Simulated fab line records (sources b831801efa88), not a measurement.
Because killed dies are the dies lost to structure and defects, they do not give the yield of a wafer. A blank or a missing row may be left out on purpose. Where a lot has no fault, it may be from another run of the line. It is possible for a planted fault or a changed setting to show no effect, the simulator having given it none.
Which tool did it? | flow sky130 | 10 lots, 30 wafers sampled, at 3 steps of a route of 708

== WHAT THE GAUGES SHOWED, per wafer ==
SKY_LOCAL_INTERCONNECT_RS_MEAS_01: measures by four-point-probe. Usual: for LOCAL_INTERCONNECT_TIN_RS the level is 14.19 ohm/sq and the standard deviation is 0.21.
lot  | measured     | on            | LOCAL_INTERCONNECT_TIN_RS (ohm/sq) | flag
L830 | day 30 02:38 | film metro-03 | 14.40 14.15 14.11                  |
L831 | day 30 11:40 | film metro-02 | 14.12 14.57 14.35                  |
L832 | day 30 13:22 | film metro-02 | 14.16 14.37 14.24                  |
L833 | day 31 03:11 | film metro-02 | 14.47 14.13 14.14                  |
L836 | day 32 12:50 | film metro-03 | 14.22 14.28 14.28                  |
L841 | day 33 17:16 | film metro-04 | 14.17 14.13 14.39                  |
L842 | day 34 09:35 | film metro-02 | 14.57 14.19 14.19                  |
L843 | day 34 16:25 | film metro-02 | 14.29 14.33 13.91                  |
L846 | day 35 08:31 | film metro-03 | 13.89 13.76 13.97                  |
L847 | day 35 13:01 | film metro-03 | 14.17 14.12 14.14                  |

SKY_LOCAL_INTERCONNECT_CD_MEAS_11 targets a cd of 170 nm. Usual: cd nm at 169.5 nm, with a standard deviation of 1.6.
lot  | measured     | on        | cd nm (nm)        | flag
L830 | day 31 06:40 | cd sem-02 | 168.1 166.4 167.2 |
L831 | day 31 14:38 | cd sem-01 | 167.0 167.1 168.0 |
L832 | day 31 16:29 | cd sem-01 | 170.3 171.3 170.0 |
L833 | day 32 05:47 | cd sem-02 | 173.4 175.5 173.5 |
L836 | day 33 15:56 | cd sem-01 | 170.9 170.3 170.1 |
L841 | day 34 19:40 | cd sem-01 | 168.7 169.2 170.0 |
L842 | day 35 11:55 | cd sem-02 | 169.1 170.4 169.5 |
L843 | day 35 18:46 | cd sem-02 | 169.5 167.7 168.2 |
L846 | day 36 10:16 | cd sem-02 | 166.8 167.0 166.7 |
L847 | day 36 15:07 | cd sem-02 | 167.6 168.6 168.1 |

== TOOL THAT RAN EACH LOT (tool first, then ch and the chambers of the sampled wafers, then the start) ==
lot  | SKY_LOCAL_INTERCONNECT_SPUTTER_00
L830 | pvd sputter-03, day 30 02:35
L831 | pvd sputter-03, day 30 11:37
L832 | pvd sputter-01, day 30 13:16
L833 | pvd sputter-01, day 31 03:07
L836 | pvd sputter-04, day 32 12:43
L841 | pvd sputter-03, day 33 17:10
L842 | pvd sputter-03, day 34 09:32
L843 | pvd sputter-03, day 34 16:22
L846 | pvd sputter-01, day 35 08:26
L847 | pvd sputter-04, day 35 12:58
- SKY_LOCAL_INTERCONNECT_SPUTTER_00: material TiN, target thk 100 nm, time 83.3 s.

== WHAT THE TOOLS THEMSELVES READ (means of the sampled wafers that have a number; where no wafer has one, the mark that the record gives instead) ==
SKY_LOCAL_INTERCONNECT_SPUTTER_00. Usual: throttle valve pct at 29.9 %, with a standard deviation of 1.3.
lot  | tool           | throttle valve pct (%) | flag
L830 | pvd sputter-03 | 29.2                   |
L831 | pvd sputter-03 | 29.3                   |
L832 | pvd sputter-01 | 30.6                   |
L833 | pvd sputter-01 | 29.9                   |
L836 | pvd sputter-04 | 29.8                   |
L841 | pvd sputter-03 | 29.3                   |
L842 | pvd sputter-03 | 30.5                   |
L843 | pvd sputter-03 | 30.7                   |
L846 | pvd sputter-01 | 30.4                   |
L847 | pvd sputter-04 | 31.7                   |

== THE ANSWER, worked out from the rows above alone ==
Rule: lot off if the mean of its wafers having a number is beyond 3 standard deviations from the usual mean. Also off: a lot with no number at a reading for which 4 or more lots have one. All remaining lots with rows at the step are treated as sound. Order of review: gauges by route order, followed by the tools' own readings, for which a lot's mean as printed above is used. The first step at which some lot is off is used, and at that step the reading that is off furthest; a lot without a number counts as furthest.
No lot is off at any reading shown: from this, nothing can be told.

== WHAT THE SIMULATOR HAD PUT IN ==
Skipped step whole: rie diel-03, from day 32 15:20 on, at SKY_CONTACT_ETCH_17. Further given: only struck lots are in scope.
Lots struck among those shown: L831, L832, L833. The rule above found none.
